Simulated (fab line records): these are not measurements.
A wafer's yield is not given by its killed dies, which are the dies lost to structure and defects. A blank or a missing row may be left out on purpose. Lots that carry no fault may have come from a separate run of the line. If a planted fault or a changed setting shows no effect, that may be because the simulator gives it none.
fab line records	flow sky130
[record] lots = 14	wafers = 42	last-day = 50
route steps=708 shown DNWELL@43 VT_ADJUST_HVTP@89 VT_ADJUST_LVTN@104
lots untouched by any fault: they come from a run of this same line in which no faults occurred
start-h: start of the lot's first displayed wafer, in hours after the record's first day	wait-h: hours elapsed since this lot's preceding step	" unchanged from the row above	L1.1+2: several wafers, shown together as one row	- no value present, or no start provided	* or withheld: withheld	< > ~ a bound
route shown NAME@n: names a module that has steps shown in the file, with the first one's number in the route	usual: the fault-free wafers' mean and standard deviation	same: alike in all rows	chamber/n: place in a boat	sites: readings site by site	_std_site: the values' standard deviation	_edge_site: the outer-site mean with the inner-site mean subtracted	radius-mm: how far each site lies from the wafer's centre	mask NAME#n: copy n	behind: tool/chamber where the wafer was last shaped	hold: the reason the lot was held/the length of the hold in hours/how it ended	device: the transistor (n, p or np) that didn't switch	end of line: the tests these same wafers got at the end of their route	a step with no rows: only its recipe	killed: count of dies lost to structure and defects at first sort (not the wafer's yield)	map: shows each die of a wafer: x if killed, . if not, _ if none is there
set.NAME: setting as actually run; set.NAME@STEP: the setting as run at that earlier step	model.NAME: the simulator's own value behind a step, which no gauge read
one table for each step of the route and one row for each wafer, over a sample of lots
services: from which hour (start-h, from the record's first day; less than 0 if before it) a tool's chamber was out of use, for how many hours, and why
[[steps]]
[step SKY_DNWELL_STRIP_08]
[recipe] chemistry = O2/N2	power-w = 1400	pressure-mtorr = 1500	platen-temp-c = withheld	o2-flow-sccm = 3000	n2-flow-sccm = 313.4	overash-fraction = 0.5
[usual] drypump-motor-current-A = 5.6/0.37	n2-flow-sccm = 313.5/0.94	oes-product-au = 0.722/0.0044	strip-time-to-endpoint-s = 36.88/0.097
lot.wafer	tool	chamber	start-h	wait-h	drypump-motor-current-A	n2-flow-sccm	oes-product-au	rf-hours-counter-h	strip-time-to-endpoint-s
L490.1	plasma-asher-03	1	52.98	0.1	5.9	312.8	0.724	35	36.85
L490.5	"	1	"	"	5.9	313.9	0.725	-	37.00
L490.6	"	0	"	"	5.9	313.4	0.727	-	37.01
L493.1	plasma-asher-03	0	66.54	0.1	6.0	314.2	0.731	37	36.86
L493.2	"	1	"	"	5.9	312.6	0.724	37	36.84
L493.5	"	0	"	"	5.9	313.3	0.711	-	36.78
L494.1	plasma-asher-01	0	72.69	0.1	5.4	312.9	0.727	41	36.77
L494.5	"	0	"	"	5.5	313.5	0.724	-	36.86
L494.6	"	1	"	"	5.5	312.6	0.727	-	36.85
L495.2	plasma-asher-03	0	77.60	0.1	6.0	313.3	0.717	38	36.82
L495.3	"	0	"	"	6.0	313.5	0.729	-	36.75
L495.6	"	0	"	"	6.0	312.9	0.731	-	36.65
L497.2	plasma-asher-03	0	91.39	0.1	6.0	312.0	0.724	39	36.78
L497.3	"	0	"	"	6.0	312.6	0.719	-	36.87
L497.6	"	0	"	"	6.0	313.5	0.721	-	36.89
L498.1	plasma-asher-04	1	98.53	0.1	5.0	313.8	0.725	28	36.96
L498.5	"	1	"	"	5.0	314.5	0.718	-	36.84
L498.6	"	0	"	"	5.3	313.9	0.718	-	36.93
L499.1	plasma-asher-01	1	104.64	0.1	5.5	314.4	0.717	43	36.91
L499.2	"	0	"	"	5.4	313.9	0.720	43	36.86
L499.4	"	0	"	"	5.4	313.0	0.723	-	36.89
L500.4	plasma-asher-03	1	105.03	0.1	5.9	312.8	0.722	-	36.92
L500.5	"	0	"	"	6.0	313.2	0.723	-	36.83
L500.6	"	1	"	"	5.9	313.6	0.723	-	36.73
L505.1	plasma-asher-03	1	142.95	0.1	6.0	312.7	0.715	45	36.75
L505.3	"	1	"	"	6.0	312.8	0.723	-	36.82
L505.5	"	1	"	"	5.9	313.6	0.731	-	36.82
L509.1	plasma-asher-03	0	158.60	0.1	6.0	314.0	0.717	46	37.00
L509.2	"	1	"	"	5.9	312.1	0.728	46	36.95
L509.3	"	1	"	"	5.9	313.5	0.715	-	36.91
L510.4	plasma-asher-01	1	159.57	0.1	5.4	313.7	0.727	-	36.92
L510.5	"	1	"	"	5.5	314.1	0.713	-	36.97
L510.6	"	0	"	"	5.5	312.9	0.722	-	37.00
L511.2	plasma-asher-03	0	165.19	0.1	5.9	313.0	0.726	47	37.08
L511.4	"	0	"	"	5.9	312.9	0.724	-	36.90
L511.6	"	0	"	"	5.9	314.4	0.727	-	36.89
L512.1	plasma-asher-03	0	170.25	0.1	6.0	315.2	0.727	47	36.98
L512.4	"	0	"	"	6.0	314.5	0.723	-	37.07
L512.6	"	0	"	"	6.0	314.6	0.728	-	36.96
L513.3	plasma-asher-04	1	178.21	0.1	5.0	311.5	0.718	-	36.96
L513.5	"	0	"	"	5.4	313.1	0.732	-	36.93
L513.6	"	1	"	"	5.0	312.3	0.724	-	36.93
[step SKY_VT_ADJUST_HVTP_EXPOSE_04]
[recipe] mask-id = HVTPM	na = 0.6	source-shape = conventional	sigma-outer = 0.6	polarization = unpolarized	target-cd-nm = 380	dose-mj = 140
[usual] exposure-dose-mJ-cm2 = 139.16/0.15	focus-offset-nm = 0.0/0.54	na = 0.6/0	reticle-temp-C = 23.01/0.1
lot.wafer	tool	chamber	start-h	wait-h	mask	exposure-dose-mJ-cm2	focus-offset-nm	na	reticle-temp-C
L490.1	iline-stepper-02	0	114.07	-	HVTPM#0	139.18	-0.8	0.6	22.99
L490.5	"	0	"	"	HVTPM#0	139.44	-0.5	0.6	22.97
L490.6	"	0	"	"	HVTPM#0	139.26	-0.5	0.6	23.03
L493.1	iline-stepper-02	0	127.80	-	HVTPM#0	139.15	-0.4	0.6	23.10
L493.2	"	0	"	"	HVTPM#0	139.09	-0.2	0.6	22.95
L493.5	"	0	"	"	HVTPM#0	139.18	0.2	0.6	22.95
L494.1	iline-stepper-01	0	135.27	-	HVTPM#0	138.95	-0.1	0.6	23.19
L494.5	"	0	"	"	HVTPM#0	138.91	-0.9	0.6	23.07
L494.6	"	0	"	"	HVTPM#0	138.88	-1.6	0.6	23.08
L495.2	iline-stepper-01	0	140.21	-	HVTPM#0	139.29	0.7	0.6	23.06
L495.3	"	0	"	"	HVTPM#0	139.11	-0.2	0.6	23.04
L495.6	"	0	"	"	HVTPM#0	139.52	0.6	0.6	23.05
L497.2	iline-stepper-01	0	156.82	-	HVTPM#0	139.15	-0.4	0.6	22.95
L497.3	"	0	"	"	HVTPM#0	139.17	-0.3	0.6	23.04
L497.6	"	0	"	"	HVTPM#0	139.29	-0.4	0.6	23.03
L498.1	iline-stepper-01	0	162.98	-	HVTPM#0	139.23	-0.8	0.6	22.96
L498.5	"	0	"	"	HVTPM#0	139.27	-0.6	0.6	22.98
L498.6	"	0	"	"	HVTPM#0	139.13	-0.1	0.6	23.14
L499.1	iline-stepper-02	0	172.42	-	HVTPM#0	139.07	-0.2	0.6	22.88
L499.2	"	0	"	"	HVTPM#0	139.38	0.1	0.6	22.90
L499.4	"	0	"	"	HVTPM#0	139.34	0.4	0.6	23.06
L500.4	iline-stepper-01	0	172.93	-	HVTPM#0	139.07	-0.2	0.6	23.10
L500.5	"	0	"	"	HVTPM#0	139.13	0.8	0.6	22.91
L500.6	"	0	"	"	HVTPM#0	139.44	-0.3	0.6	23.11
L505.1	iline-stepper-01	0	216.57	-	HVTPM#0	139.29	0.0	0.6	22.84
L505.3	"	0	"	"	HVTPM#0	139.43	-0.1	0.6	22.77
L505.5	"	0	"	"	HVTPM#0	139.28	0.2	0.6	22.78
L509.1	iline-stepper-02	-	236.27	-	HVTPM#0	-	-	-	-
L509.2	"	-	"	"	HVTPM#0	-	-	-	-
L509.3	"	-	"	"	HVTPM#0	-	-	-	-
L510.4	iline-stepper-01	-	238.33	-	HVTPM#0	-	-	-	-
L510.5	"	-	"	"	HVTPM#0	-	-	-	-
L510.6	"	-	"	"	HVTPM#0	-	-	-	-
L511.2	iline-stepper-02	0	243.27	-	HVTPM#0	139.34	-0.3	0.6	23.00
L511.4	"	0	"	"	HVTPM#0	139.13	0.6	0.6	23.14
L511.6	"	0	"	"	HVTPM#0	139.35	-0.4	0.6	23.09
L512.1	iline-stepper-01	0	250.35	-	HVTPM#0	138.95	-0.8	0.6	23.01
L512.4	"	0	"	"	HVTPM#0	138.95	-0.7	0.6	23.03
L512.6	"	0	"	"	HVTPM#0	139.21	0.4	0.6	22.86
L513.3	iline-stepper-02	0	258.11	-	HVTPM#0	139.34	0.2	0.6	23.09
L513.5	"	0	"	"	HVTPM#0	139.38	0.0	0.6	22.99
L513.6	"	0	"	"	HVTPM#0	139.12	-0.1	0.6	23.03
[step SKY_VT_ADJUST_LVTN_OVL_MEAS_07]
[usual] VT_ADJUST_LVTN_OVL = -0.3/1.3
lot.wafer	tool	chamber	start-h	wait-h	VT_ADJUST_LVTN_OVL[nm]
L490.1	overlay-01	-	141.53	-	0.5
L490.5	"	-	"	"	1.6
L490.6	"	-	"	"	1.4
L493.1	overlay-01	-	156.44	-	0.2
L493.2	"	-	"	"	-1.5
L493.5	"	-	"	"	-1.8
L494.1	overlay-01	-	163.90	-	-1.6
L494.5	"	-	"	"	-0.8
L494.6	"	-	"	"	-0.7
L495.2	overlay-01	-	170.20	-	0.4
L495.3	"	-	"	"	0.4
L495.6	"	-	"	"	2.3
L497.2	overlay-01	-	187.48	-	0.9
L497.3	"	-	"	"	0.3
L497.6	"	-	"	"	-0.9
L498.1	overlay-01	-	194.09	-	1.0
L498.5	"	-	"	"	0.9
L498.6	"	-	"	"	0.9
L499.1	overlay-02	-	204.05	-	-1.4
L499.2	"	-	"	"	0.1
L499.4	"	-	"	"	-1.7
L500.4	overlay-01	-	204.44	-	-0.4
L500.5	"	-	"	"	-0.4
L500.6	"	-	"	"	-1.5
L505.1	overlay-01	-	250.69	-	-1.2
L505.3	"	-	"	"	-0.8
L505.5	"	-	"	"	-1.8
L509.1	overlay-02	-	272.49	-	-0.7
L509.2	"	-	"	"	-1.7
L509.3	"	-	"	"	0.6
L510.4	overlay-02	-	274.54	-	-1.5
L510.5	"	-	"	"	-1.5
L510.6	"	-	"	"	-1.3
L511.2	overlay-02	-	279.15	-	0.8
L511.4	"	-	"	"	0.8
L511.6	"	-	"	"	-0.8
L512.1	overlay-02	-	287.28	-	0.6
L512.4	"	-	"	"	-1.1
L512.6	"	-	"	"	0.5
L513.3	overlay-01	-	293.96	-	1.4
L513.5	"	-	"	"	0.0
L513.6	"	-	"	"	0.5
[step SKY_VT_ADJUST_LVTN_STRIP_09]
[recipe] chemistry = O2/N2	power-w = 1400	pressure-mtorr = 1500	platen-temp-c = withheld	o2-flow-sccm = 3000	n2-flow-sccm = 300	overash-fraction = 0.5
[usual] drypump-motor-current-A = 5.5/0.32	n2-flow-sccm = 300.0/0.88	oes-product-au = 0.722/0.0042	strip-time-to-endpoint-s = 36.91/0.11
lot.wafer	tool	chamber	start-h	wait-h	drypump-motor-current-A	n2-flow-sccm	oes-product-au	rf-hours-counter-h	strip-time-to-endpoint-s
L490.1	plasma-asher-03	1	141.71	0.1	5.9	299.6	0.719	44	36.93
L490.5	"	1	"	"	5.9	299.1	0.726	-	36.94
L490.6	"	0	"	"	6.0	300.9	0.718	-	36.86
L493.1	plasma-asher-04	1	156.63	0.1	5.0	299.4	0.730	34	36.92
L493.2	"	0	"	"	5.3	300.4	0.724	34	37.00
L493.5	"	0	"	"	5.4	300.5	0.726	-	36.87
L494.1	plasma-asher-04	0	164.08	0.1	5.4	300.1	0.721	36	36.89
L494.5	"	1	"	"	5.0	300.6	0.727	-	36.90
L494.6	"	0	"	"	5.3	300.3	0.721	-	36.81
L495.2	plasma-asher-01	1	170.38	0.1	5.5	298.8	0.719	5	36.81
L495.3	"	0	"	"	5.5	300.2	0.717	-	36.85
L495.6	"	0	"	"	5.5	301.2	0.717	-	36.82
L497.2	plasma-asher-03	1	187.66	0.1	5.9	299.9	0.722	49	36.94
L497.3	"	1	"	"	5.9	300.6	0.719	-	36.95
L497.6	"	0	"	"	6.0	300.7	0.722	-	36.85
L498.1	plasma-asher-04	1	194.28	0.1	5.0	299.9	0.713	39	36.89
L498.5	"	1	"	"	5.0	298.8	0.721	-	37.11
L498.6	"	0	"	"	5.3	300.6	0.725	-	37.00
L499.1	plasma-asher-03	0	204.23	0.1	6.0	297.3	0.721	51	36.95
L499.2	"	1	"	"	5.9	299.9	0.725	51	37.06
L499.4	"	1	"	"	5.9	301.1	0.724	-	36.95
L500.4	plasma-asher-04	1	204.65	0.1	5.0	301.1	0.725	-	37.10
L500.5	"	1	"	"	5.0	300.5	0.723	-	36.84
L500.6	"	0	"	"	5.3	301.4	0.722	-	36.90
L505.1	plasma-asher-03	0	250.88	0.1	6.0	300.2	0.724	56	36.87
L505.3	"	0	"	"	6.0	300.4	0.716	-	36.79
L505.5	"	1	"	"	6.0	300.0	0.727	-	36.84
L509.1	plasma-asher-03	0	272.68	0.1	5.9	299.7	0.718	58	37.02
L509.2	"	1	"	"	5.9	300.0	0.723	58	37.01
L509.3	"	1	"	"	5.9	300.2	0.715	-	36.94
L510.4	plasma-asher-04	1	274.75	0.1	5.0	299.3	0.718	-	36.97
L510.5	"	1	"	"	5.0	300.1	0.728	-	37.09
L510.6	"	0	"	"	5.4	299.6	0.729	-	36.94
L511.2	plasma-asher-03	0	279.33	0.1	5.9	300.7	0.718	58	36.61
L511.4	"	1	"	"	5.9	298.9	0.725	-	36.73
L511.6	"	1	"	"	5.9	299.9	0.717	-	36.63
L512.1	plasma-asher-01	1	287.46	0.1	5.5	300.4	0.725	16	36.83
L512.4	"	0	"	"	5.4	299.5	0.724	-	36.93
L512.6	"	0	"	"	5.5	301.1	0.720	-	36.87
L513.3	plasma-asher-04	0	294.17	0.1	5.3	299.8	0.725	-	36.80
L513.5	"	0	"	"	5.3	299.9	0.725	-	36.63
L513.6	"	1	"	"	5.0	300.2	0.726	-	36.77
[[services]]
tool	chamber	start-h	hours	kind
iline-stepper-02	-	55.21	4.3	pm
plasma-asher-01	-	61.26	5.0	repair
iline-stepper-01	-	80.86	1.7	pm
plasma-asher-01	-	93.36	2.8	pm
plasma-asher-01	-	108.75	9.0	pm
plasma-asher-01	0	108.75	9.0	vent-cycle
plasma-asher-01	1	108.75	9.0	vent-cycle
plasma-asher-01	0	117.75	-	clean
plasma-asher-01	1	117.75	-	clean
iline-stepper-02	-	140.16	1.2	repair
iline-stepper-02	-	186.65	2.8	repair
iline-stepper-02	-	230.48	1.7	pm
[[key]]
[first-sign] step = SKY_VT_ADJUST_HVTP_EXPOSE_04	reading = tool-record	direction = missing
effect none on later readings
met-at SKY_VT_ADJUST_HVTP_EXPOSE_04
struck-lots L509,L510
sort-left-out L509.1,L509.2,L509.3,L510.4,L510.5,L510.6
tester-left-out L509,L510
not-acting-at SKY_DNWELL_STRIP_08,SKY_VT_ADJUST_LVTN_OVL_MEAS_07,SKY_VT_ADJUST_LVTN_STRIP_09
onset-between 216.57 236.27
[fault] kind = skipped-step-whole	tool = iline-stepper-01,iline-stepper-02	chamber = -	onset-h = 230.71	steps = SKY_VT_ADJUST_HVTP_EXPOSE_04	scope = struck-lots-only
// tester-left-out: of these lots the tester's yield and bins aren't shown, on N5 and GAA mostly nor the transistor test; their killed dies are dies lost to structure and defects alone, not to doping, threshold or leakage, so they don't give the yield
// sort-left-out: the simulated sort isn't trusted on such a fault, so these wafers' sort isn't shown, and their yield isn't known
